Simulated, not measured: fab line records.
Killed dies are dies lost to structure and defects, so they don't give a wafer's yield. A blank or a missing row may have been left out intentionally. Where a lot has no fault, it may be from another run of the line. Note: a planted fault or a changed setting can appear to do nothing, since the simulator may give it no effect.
fab line records + flow sky130
[record]
- lots = 13
- wafers = 36
- lastDay = 51
route steps=708 shown FIELD_ISO@18 SONOS_ONO@169 PAD_OPEN@708
lots that met no fault: taken from a fault-free run of the same line
startH: hours from the record's opening day to when the first of the lot's shown wafers began + waitH: hours since the lot's step before + " as in the row above + L1.1+2: a single row standing in for several wafers + - no value, or no start given + * or withheld: withheld + < > ~ a bound
route shown NAME@n: a module of which the file shows steps, and the number in the route of the first + usual: the fault-free wafers' mean and standard deviation + same: alike in all rows + chamber/n: place in a boat + sites: readings site by site + _std_site: the standard deviation of these + _edge_site: the outer-site mean with the inner-site mean subtracted + radiusMm: how far each site lies from the wafer's centre + mask NAME#n: copy n + behind: tool/chamber where the wafer was last shaped + hold: why the lot went on hold/how many hours it stayed there/how the hold came to an end + device: whichever transistor did not switch (one of n, p or np) + end of line: at the end of the route, the tests of the same wafers + a step without rows: its recipe alone + killed: count of dies lost to structure and defects at first sort (not the wafer's yield) + map: per-die view of a wafer (x killed, . not killed, _ where there is no die)
set.NAME: the run value of the setting; set.NAME@STEP: its run value at that earlier step + model.NAME: the simulator's own value behind a step, which no gauge read
one table for each step of the route and one row for each wafer, over a sample of lots
services: from which hour (startH, from the record's first day; less than 0 if before it) a tool's chamber was out of use, for how many hours, and why
[[steps]]
[step SKY_FIELD_ISO_ETCH_17]
[recipe]
- targetDepthA = 3420
- maskMaterial = Si3N4
- chemistry = HBr/Cl2/O2
- target = Si
- taperDeg = 5
- icpW = 600
- biasW = 150
- pressureMtorr = 15
- HBr_flow_sccm = 150
- Cl2_flow_sccm = 40
- O2_flow_sccm = 6
- timeS = 97.7
[usual]
- drypumpMotorCurrentA = 5.8/0.47
- oesProductAu = 0.998/0.01
- throttleValvePct = 25.657/0.01
| lot.wafer | tool     | chamber | startH | waitH | drypumpMotorCurrentA | oesProductAu | rfHoursCounterH | throttleValvePct |
|-----------|----------|---------|--------|-------|----------------------|--------------|-----------------|------------------|
| L380.2    | rieSi-02 | 0       | 29.16  | 0.1   | 5.6                  | 1.011        | 162             | 25.635           |
| L380.3    | "        | 2       | "      | "     | 6.2                  | 0.994        | 48              | 25.663           |
| L380.4    | "        | 1       | "      | "     | 6.2                  | 0.999        | 82              | 25.643           |
| L381.1    | rieSi-01 | 2       | 34.59  | 0.1   | 5.8                  | 0.991        | 151             | 25.640           |
| L381.4    | "        | 0       | "      | "     | 5.9                  | 0.989        | 82              | 25.675           |
| L381.6    | "        | 0       | "      | "     | 5.9                  | 0.987        | -               | 25.664           |
| L382.1    | rieSi-01 | 2       | 43.21  | 0.1   | 5.7                  | 1.004        | 151             | 25.644           |
| L382.3    | "        | 1       | "      | "     | 6.5                  | 0.998        | 130             | 25.664           |
| L382.5    | "        | 1       | "      | "     | 6.5                  | 1.000        | -               | 25.657           |
| L387.5    | rieSi-01 | 0       | 66.27  | 0.0   | 5.9                  | 0.890        | -               | 25.741           |
| L387.6    | "        | 3       | "      | "     | 5.1                  | 0.988        | -               | 25.669           |
| L389.5    | rieSi-01 | 2       | 75.57  | 0.0   | 5.8                  | 0.895        | -               | 25.735           |
| L389.6    | "        | 3       | "      | "     | 5.1                  | 1.003        | -               | 25.651           |
| L390.5    | rieSi-01 | 3       | 82.15  | 0.0   | 5.1                  | 0.890        | -               | 25.730           |
| L390.6    | "        | 1       | "      | "     | 6.5                  | 1.013        | -               | 25.656           |
| L393.1    | rieSi-02 | 3       | 97.81  | 0.1   | 5.1                  | 0.990        | 129             | 25.655           |
| L393.2    | "        | 1       | "      | "     | 6.2                  | 0.997        | 82              | 25.660           |
| L393.3    | "        | 2       | "      | "     | 6.1                  | 0.985        | 48              | 25.653           |
| L394.4    | rieSi-02 | 3       | 104.04 | 0.0   | 5.1                  | 0.987        | 129             | 25.667           |
| L394.5    | "        | 2       | "      | "     | 6.2                  | 0.988        | -               | 25.660           |
| L394.6    | "        | 1       | "      | "     | 6.2                  | 1.003        | -               | 25.650           |
| L398.3    | rieSi-02 | 1       | 125.39 | 0.0   | 6.2                  | 0.993        | 83              | 25.661           |
| L398.4    | "        | 2       | "      | "     | 6.2                  | 0.981        | 48              | 25.650           |
| L398.5    | "        | 2       | "      | "     | 6.2                  | 0.991        | -               | 25.664           |
| L400.3    | rieSi-02 | 0       | 136.19 | 0.0   | 5.6                  | 1.001        | 1               | 25.668           |
| L400.4    | "        | 2       | "      | "     | 6.2                  | 0.989        | 48              | 25.665           |
| L400.5    | "        | 1       | "      | "     | 6.2                  | 1.018        | -               | 25.653           |
| L401.1    | rieSi-01 | 2       | 138.50 | 0.1   | 5.7                  | 1.005        | 0               | 25.670           |
| L401.5    | "        | 2       | "      | "     | 5.7                  | 0.995        | -               | 25.654           |
| L401.6    | "        | 3       | "      | "     | 5.1                  | 0.997        | -               | 25.642           |
| L402.1    | rieSi-02 | 0       | 144.75 | 0.1   | 5.7                  | 1.006        | 1               | 25.656           |
| L402.3    | "        | 3       | "      | "     | 5.1                  | 0.981        | 129             | 25.656           |
| L402.4    | "        | 2       | "      | "     | 6.3                  | 0.986        | 49              | 25.671           |
| L403.3    | rieSi-02 | 1       | 148.21 | 0.0   | 6.2                  | 1.000        | 83              | 25.661           |
| L403.4    | "        | 2       | "      | "     | 6.1                  | 0.984        | 49              | 25.659           |
| L403.6    | "        | 2       | "      | "     | 6.2                  | 0.988        | -               | 25.657           |
[step SKY_FIELD_ISO_CMP_27]
[recipe]
- stopOn = Si3N4
- tOverpolishS = 16
- downForcePsi = 4
- platenRpm = 60
- targetThkNm = 457.8
- padVelocityMS = 0.94248
[usual]
- motorCurrentA = 11.8/0.89
- overpolishRunS = 16.000/0.0089
- slurryFilterDpKPa = 13.53/0.12
- timeToEndpointS = 112/4.1
| lot.wafer | tool   | chamber | startH | waitH | motorCurrentA | overpolishRunS | slurryFilterDpKPa | timeToEndpointS |
|-----------|--------|---------|--------|-------|---------------|----------------|-------------------|-----------------|
| L380.4    | cmp-02 | 0       | 39.18  | 0.0   | 13.4          | 16.009         | 13.51             | 108             |
| L380.3    | "      | 1       | "      | "     | 11.6          | 16.001         | 13.45             | 116             |
| L380.2    | "      | 2       | "      | "     | 10.5          | 15.987         | 13.62             | 114             |
| L381.1    | cmp-01 | 1       | 41.86  | 0.0   | 12.3          | 15.994         | 13.48             | 112             |
| L381.4    | "      | 3       | "      | "     | 12.5          | 15.999         | 13.58             | 117             |
| L381.6    | "      | 2       | "      | "     | 12.4          | 15.995         | 13.42             | 116             |
| L382.1    | cmp-02 | 0       | 48.80  | 0.0   | 13.2          | 15.995         | 13.41             | 105             |
| L382.3    | "      | 2       | "      | "     | 10.6          | 16.002         | 13.63             | 113             |
| L382.5    | "      | 0       | "      | "     | 12.9          | 15.995         | 13.29             | 108             |
| L387.5    | cmp-02 | 3       | 70.62  | 0.2   | 10.8          | 16.001         | 13.34             | 119             |
| L387.6    | "      | 0       | "      | "     | 13.7          | 15.999         | 13.62             | 116             |
| L389.5    | cmp-02 | 2       | 81.21  | 0.2   | 11.4          | 15.988         | 13.67             | 117             |
| L389.6    | "      | 3       | "      | "     | 11.0          | 16.001         | 13.58             | 109             |
| L390.6    | cmp-02 | 3       | 88.04  | 0.2   | 10.4          | 16.005         | 13.60             | 112             |
| L390.5    | "      | 0       | "      | "     | 13.2          | 16.006         | 13.29             | 111             |
| L393.3    | cmp-01 | 3       | 106.34 | 0.1   | 12.7          | 15.984         | 13.59             | 111             |
| L393.2    | "      | 0       | "      | "     | 10.6          | 16.005         | 13.29             | 114             |
| L393.1    | "      | 1       | "      | "     | 12.1          | 16.008         | 13.66             | 111             |
| L394.4    | cmp-01 | 0       | 109.41 | 0.1   | 11.6          | 15.997         | 13.37             | 105             |
| L394.5    | "      | 2       | "      | "     | 11.7          | 16.003         | 13.65             | 112             |
| L394.6    | "      | 3       | "      | "     | 13.0          | 16.005         | 13.45             | 106             |
| L398.3    | cmp-02 | 2       | 131.75 | 0.0   | 11.2          | 15.997         | 13.52             | 108             |
| L398.4    | "      | 0       | "      | "     | 13.3          | 15.988         | 13.73             | 108             |
| L398.5    | "      | 3       | "      | "     | 10.8          | 15.996         | 13.43             | 110             |
| L400.3    | cmp-01 | 1       | 144.62 | 0.0   | 12.4          | 16.000         | 13.52             | 108             |
| L400.4    | "      | 2       | "      | "     | 11.0          | 16.002         | 13.58             | 120             |
| L400.5    | "      | 1       | "      | "     | 12.0          | 15.993         | 13.48             | 111             |
| L401.1    | cmp-02 | 2       | 144.62 | 0.0   | 10.6          | 16.007         | 13.72             | 106             |
| L401.6    | "      | 2       | "      | "     | 10.4          | 16.001         | 13.47             | 109             |
| L401.5    | "      | 3       | "      | "     | 10.4          | 15.999         | 13.73             | 108             |
| L402.4    | cmp-02 | 2       | 148.75 | 0.1   | 10.7          | 15.979         | 13.61             | 114             |
| L402.3    | "      | 3       | "      | "     | 10.6          | 15.994         | 13.50             | 114             |
| L402.1    | "      | 0       | "      | "     | 13.6          | 15.992         | 13.39             | 111             |
| L403.3    | cmp-02 | 3       | 152.85 | 0.0   | 11.1          | 15.990         | 13.52             | 109             |
| L403.4    | "      | 2       | "      | "     | 10.7          | 16.020         | 13.53             | 111             |
| L403.6    | "      | 3       | "      | "     | 10.3          | 15.994         | 13.64             | 110             |
[step SKY_SONOS_ONO_THK_MEAS_01]
[recipe]
- reads = SiO2_of_SONOS_ONO_OXIDATION_00
[usual]
- SONOS_ONO_OXIDATION_THK = 2.59/0.065
| lot.wafer | tool         | chamber | startH | waitH | SONOS_ONO_OXIDATION_THK[nm] |
|-----------|--------------|---------|--------|-------|-----------------------------|
| L380.2    | filmMetro-04 | -       | 265.49 | 0.0   | 2.64                        |
| L380.3    | "            | -       | "      | "     | 2.62                        |
| L380.4    | "            | -       | "      | "     | 2.64                        |
| L381.1    | filmMetro-03 | -       | 272.86 | 0.0   | 2.70                        |
| L381.4    | "            | -       | "      | "     | 2.64                        |
| L381.6    | "            | -       | "      | "     | 2.72                        |
| L382.1    | filmMetro-04 | -       | 284.06 | 0.0   | 2.61                        |
| L382.3    | "            | -       | "      | "     | 2.60                        |
| L382.5    | "            | -       | "      | "     | 2.63                        |
| L387.5    | filmMetro-01 | -       | 314.52 | 0.0   | 2.48                        |
| L387.6    | "            | -       | "      | "     | 2.44                        |
| L389.5    | filmMetro-03 | -       | 334.29 | 0.0   | 2.55                        |
| L389.6    | "            | -       | "      | "     | 2.61                        |
| L390.5    | filmMetro-03 | -       | 341.09 | 0.0   | 2.53                        |
| L390.6    | "            | -       | "      | "     | 2.59                        |
| L393.1    | filmMetro-04 | -       | 371.27 | 0.0   | 2.57                        |
| L393.2    | "            | -       | "      | "     | 2.63                        |
| L393.3    | "            | -       | "      | "     | 2.59                        |
| L394.4    | filmMetro-04 | -       | 374.93 | 0.0   | 2.63                        |
| L394.5    | "            | -       | "      | "     | 2.58                        |
| L394.6    | "            | -       | "      | "     | 2.62                        |
| L398.3    | filmMetro-04 | -       | 409.81 | 0.0   | 2.65                        |
| L398.4    | "            | -       | "      | "     | 2.61                        |
| L398.5    | "            | -       | "      | "     | 2.59                        |
| L401.1    | filmMetro-03 | -       | 426.82 | 0.0   | 2.66                        |
| L401.5    | "            | -       | "      | "     | 2.63                        |
| L401.6    | "            | -       | "      | "     | 2.62                        |
| L400.3    | filmMetro-01 | -       | 426.84 | 0.0   | 2.64                        |
| L400.4    | "            | -       | "      | "     | 2.66                        |
| L400.5    | "            | -       | "      | "     | 2.63                        |
| L402.1    | filmMetro-01 | -       | 433.33 | 0.0   | 2.61                        |
| L402.3    | "            | -       | "      | "     | 2.61                        |
| L402.4    | "            | -       | "      | "     | 2.63                        |
| L403.3    | filmMetro-04 | -       | 439.42 | 0.0   | 2.51                        |
| L403.4    | "            | -       | "      | "     | 2.57                        |
| L403.6    | "            | -       | "      | "     | 2.58                        |
[step SKY_SONOS_ONO_THK_MEAS_03]
[recipe]
- reads = Si3N4_of_SONOS_ONO_CVD_02
[usual]
- SONOS_ONO_CVD_02_THK = 10.55/0.14
| lot.wafer | tool         | chamber | startH | waitH | SONOS_ONO_CVD_02_THK[nm] |
|-----------|--------------|---------|--------|-------|--------------------------|
| L380.2    | filmMetro-04 | -       | 268.12 | 0.0   | 10.47                    |
| L380.3    | "            | -       | "      | "     | 10.28                    |
| L380.4    | "            | -       | "      | "     | 10.28                    |
| L381.1    | filmMetro-01 | -       | 282.76 | 0.0   | 10.45                    |
| L381.4    | "            | -       | "      | "     | 10.45                    |
| L381.6    | "            | -       | "      | "     | 10.42                    |
| L382.1    | filmMetro-03 | -       | 292.96 | 0.0   | 10.67                    |
| L382.3    | "            | -       | "      | "     | 10.79                    |
| L382.5    | "            | -       | "      | "     | 10.75                    |
| L387.5    | filmMetro-03 | -       | 316.32 | 0.0   | 10.50                    |
| L387.6    | "            | -       | "      | "     | 10.44                    |
| L389.5    | filmMetro-01 | -       | 335.87 | 0.0   | 10.55                    |
| L389.6    | "            | -       | "      | "     | 10.70                    |
| L390.5    | filmMetro-03 | -       | 342.40 | 0.0   | 10.57                    |
| L390.6    | "            | -       | "      | "     | 10.53                    |
| L393.1    | filmMetro-03 | -       | 372.38 | 0.0   | 10.39                    |
| L393.2    | "            | -       | "      | "     | 10.29                    |
| L393.3    | "            | -       | "      | "     | 10.26                    |
| L394.4    | filmMetro-04 | -       | 376.04 | 0.0   | 10.56                    |
| L394.5    | "            | -       | "      | "     | 10.76                    |
| L394.6    | "            | -       | "      | "     | 10.63                    |
| L398.3    | filmMetro-04 | -       | 411.23 | 0.0   | 10.58                    |
| L398.4    | "            | -       | "      | "     | 10.45                    |
| L398.5    | "            | -       | "      | "     | 10.50                    |
| L401.1    | filmMetro-01 | -       | 429.98 | 0.0   | 10.74                    |
| L401.5    | "            | -       | "      | "     | 10.83                    |
| L401.6    | "            | -       | "      | "     | 10.85                    |
| L400.3    | filmMetro-04 | -       | 430.00 | 0.0   | 10.40                    |
| L400.4    | "            | -       | "      | "     | 10.40                    |
| L400.5    | "            | -       | "      | "     | 10.30                    |
| L402.1    | filmMetro-04 | -       | 435.96 | 0.0   | 10.66                    |
| L402.3    | "            | -       | "      | "     | 10.71                    |
| L402.4    | "            | -       | "      | "     | 10.68                    |
| L403.3    | filmMetro-03 | -       | 440.53 | 0.0   | 10.78                    |
| L403.4    | "            | -       | "      | "     | 10.74                    |
| L403.6    | "            | -       | "      | "     | 10.71                    |
[step SKY_PAD_OPEN_PROBE_99]
[usual]
- killed_at_M0_to_M3 = 44/7.2
- killed_at_M4_up = 2.9/1.8
- killedAtContacts = 24/5.2
- killedAtFrontEnd = 15/4
- killedAtOther = 0.2/0.49
- killedDies = 85/9.1
- killedOpen = 47/6.8
- killedShort = 38/5.7
[same]
- grossDies = 492
- killedAtBackSide = 0
| lot.wafer | tool      | chamber | startH  | waitH | killed_at_M0_to_M3 | killed_at_M4_up | killedAtContacts | killedAtFrontEnd | killedAtOther | killedDies | killedOpen | killedShort |
|-----------|-----------|---------|---------|-------|--------------------|-----------------|------------------|------------------|---------------|------------|------------|-------------|
| L389.5    | prober-01 | -       | 1154.25 | 0.2   | 34                 | 2               | 30               | 13               | 0             | 79         | 47         | 32          |
| L394.4    | prober-02 | -       | 1180.92 | 0.2   | 52                 | 6               | 23               | 6                | 0             | 87         | 48         | 39          |
| L394.5    | prober-02 | -       | 1180.97 | 0.2   | 60                 | 3               | 19               | 11               | 0             | 93         | 46         | 47          |
| L394.6    | prober-02 | -       | 1181.02 | 0.2   | 42                 | 5               | 19               | 17               | 0             | 83         | 45         | 38          |
// killed by level:class
L389.5 CONTACT:geometricParticle:open=13 VIA1:geometricParticle:open=6 LI_CONTACT:geometricParticle:open=5 CONTACT:geometricParticle:short=5 LOCAL_INTERCONNECT:geometricParticle:short=5 VIA3:geometricParticle:open=5 METAL1:geometricParticle:short=4 METAL2:geometricParticle:short=4
L394.4 CONTACT:geometricParticle:open=12 VIA1:geometricParticle:open=9 METAL1:geometricParticle:short=8 VIA2:geometricParticle:open=8 METAL2:geometricParticle:short=7 VIA3:geometricParticle:open=7 LI_CONTACT:geometricParticle:open=6 VIA2:geometricParticle:short=6
L394.5 VIA1:geometricParticle:open=16 VIA3:geometricParticle:open=6 POLY_GATE:geometricParticle:short=5 LOCAL_INTERCONNECT:geometricParticle:short=5 METAL1:geometricParticle:short=5 VIA1:geometricParticle:short=5 METAL2:geometricParticle:short=5 VIA2:geometricParticle:short=5
L394.6 VIA1:geometricParticle:open=10 CONTACT:geometricParticle:short=7 FIELD_ISO:geometricParticle:open=6 VIA2:geometricParticle:open=6 LI_CONTACT:geometricParticle:open=6 VIA3:geometricParticle:open=6 VIA1:geometricParticle:short=5 METAL2:geometricParticle:short=5
[[services]]
| tool     | chamber | startH | hours | kind                          |
|----------|---------|--------|-------|-------------------------------|
| cmp-02   | -       | 13.47  | 0.9   | repair                        |
| cmp-01   | -       | 28.66  | 1.7   | repair                        |
| rieSi-02 | 0       | 29.24  | -     | clean                         |
| rieSi-02 | 0       | 29.24  | 16.2  | scheduledDown                 |
| rieSi-02 | 0       | 29.24  | 16.2  | ventCycle                     |
| rieSi-01 | 0       | 57.80  | 2.5   | repair                        |
| cmp-02   | -       | 60.40  | 6.0   | repair                        |
| rieSi-02 | 2       | 61.08  | 8.4   | repair                        |
| cmp-01   | -       | 63.62  | 4.5   | repair                        |
| cmp-01   | -       | 69.49  | 4.0   | pm                            |
| cmp-01   | -       | 73.49  | -     | consumableReplace:conditioner |
| cmp-01   | -       | 73.49  | -     | consumableReplace:pad         |
| rieSi-01 | 2       | 78.30  | -     | clean                         |
| rieSi-01 | 2       | 78.30  | 22.3  | scheduledDown                 |
| rieSi-01 | 2       | 78.30  | 22.3  | ventCycle                     |
| cmp-02   | -       | 90.60  | 5.7   | repair                        |
| rieSi-01 | -       | 134.58 | 2.1   | repair                        |
[[key]]
[firstSign]
- step = SKY_FIELD_ISO_ETCH_17
- reading = oesProductAu
- direction = down
- sigmas = 11
- usual = 0.998
- struck = 0.892
[effect]
- step = SKY_FIELD_ISO_ETCH_17
- reading = throttleValvePct
- direction = up
- sigmas = 7.8
- usual = 25.657
- struck = 25.735
metAt SKY_FIELD_ISO_ETCH_17
struckLots L387,L389,L390
struckWafers L387.5,L389.5,L390.5
testerLeftOut L387,L389,L390
notActingAt SKY_FIELD_ISO_CMP_27,SKY_SONOS_ONO_THK_MEAS_01,SKY_SONOS_ONO_THK_MEAS_03
onsetBetween 43.21 66.27
[fault]
- kind = processParameterDrift
- tool = rieSi-01
- chamber = -
- onsetH = 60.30
- steps = SKY_FIELD_ISO_ETCH_17
- channel = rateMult
- offset = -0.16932
- shape = step
- endH = 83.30
- scope = struckWafersOnly
// testerLeftOut: of these lots the tester's yield and bins aren't shown, on N5 and GAA mostly nor the transistor test; their killed dies are dies lost to structure and defects alone, not to doping, threshold or leakage, so they don't give the yield
